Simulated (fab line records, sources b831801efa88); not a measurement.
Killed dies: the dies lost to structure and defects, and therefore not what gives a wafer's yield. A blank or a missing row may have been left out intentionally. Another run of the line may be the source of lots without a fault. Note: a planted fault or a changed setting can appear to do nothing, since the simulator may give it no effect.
2 desks looking at one fault + flow gf180mcu + only its own numbers are on each desk; what lay behind them is given at the end

FROM THE METROLOGY DESK
Means of the sampled wafers that have a number, per lot and without regard to the tool the lot ran on: this is what the gauges read. A lot is out of limits, marked OUT, if its mean lies more than 4 standard deviations from the usual mean; the brackets give that distance.
Columns: A = V3_W_RS at GF_V3_RS_MEAS_24, usual 0.3260 ohm/sq
| lot  | first seen here | A      |
|------|-----------------|--------|
| L427 | day 22 09:45    | 0.3267 |
| L428 | day 23 12:07    | 0.3270 |
| L429 | day 23 15:02    | 0.3299 |
| L430 | day 23 19:23    | 0.3248 |
| L433 | day 24 09:23    | 0.3250 |
| L435 | day 25 01:44    | 0.3262 |
| L437 | day 25 14:22    | 0.3244 |
| L438 | day 25 20:55    | 0.3264 |
| L442 | day 27 08:52    | 0.3275 |
| L445 | day 28 10:27    | 0.3286 |
| L448 | day 29 09:33    | 0.3212 |
| L449 | day 29 10:31    | 0.3281 |
| L450 | day 29 16:25    | 0.3275 |
This desk's verdict: no lot among the 13 shows anything out of limits.

FOR THE TOOL OWNER'S DESK: litho-track-02
Per lot that ran on this tool, the mean of the sampled wafers carrying a number, from the tool's own readings at GF_V4_SOFTBAKE_10 (time 60 s). A lot is out of limits, marked OUT, if its mean lies more than 4 standard deviations from the usual mean; the brackets give that distance.
Columns: A = run-length-s at GF_V4_SOFTBAKE_10, usual 88.99 s
| lot  | first seen here | A               |
|------|-----------------|-----------------|
| L427 | day 23 21:00    | 89.07           |
| L433 | day 25 19:00    | 89.16           |
| L435 | day 26 12:00    | 89.09           |
| L437 | day 27 00:00    | 92.03 (+17) OUT |
| L438 | day 27 07:00    | 92.00 (+17) OUT |
| L448 | day 30 16:00    | 89.09           |
| L450 | day 30 22:00    | 89.19           |
This desk's verdict: out of limits on L437, L438, starting with L437 at day 27 00:00 (run-length-s at GF_V4_SOFTBAKE_10). L427, L433, L435, L448, L450: within limits.

TAKEN TOGETHER
On L437, L438, at day 27 00:00, an alarm was possible from the tool owner's desk.
From the metrology desk's view, nothing was out of limits.
The metrology desk has L437, L438 on record, within its limits.
GF_V4_SOFTBAKE_10 was run on litho-track-02 by each of the lots named.

WHAT THE SIMULATOR PUT IN
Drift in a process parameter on litho-track-02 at GF_V4_SOFTBAKE_10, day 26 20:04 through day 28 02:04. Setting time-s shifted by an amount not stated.
Struck lots among those shown: L437, L438.
Delay in hours, fault start to first out-of-limits reading, by desk: the tool owner's desk at 4.
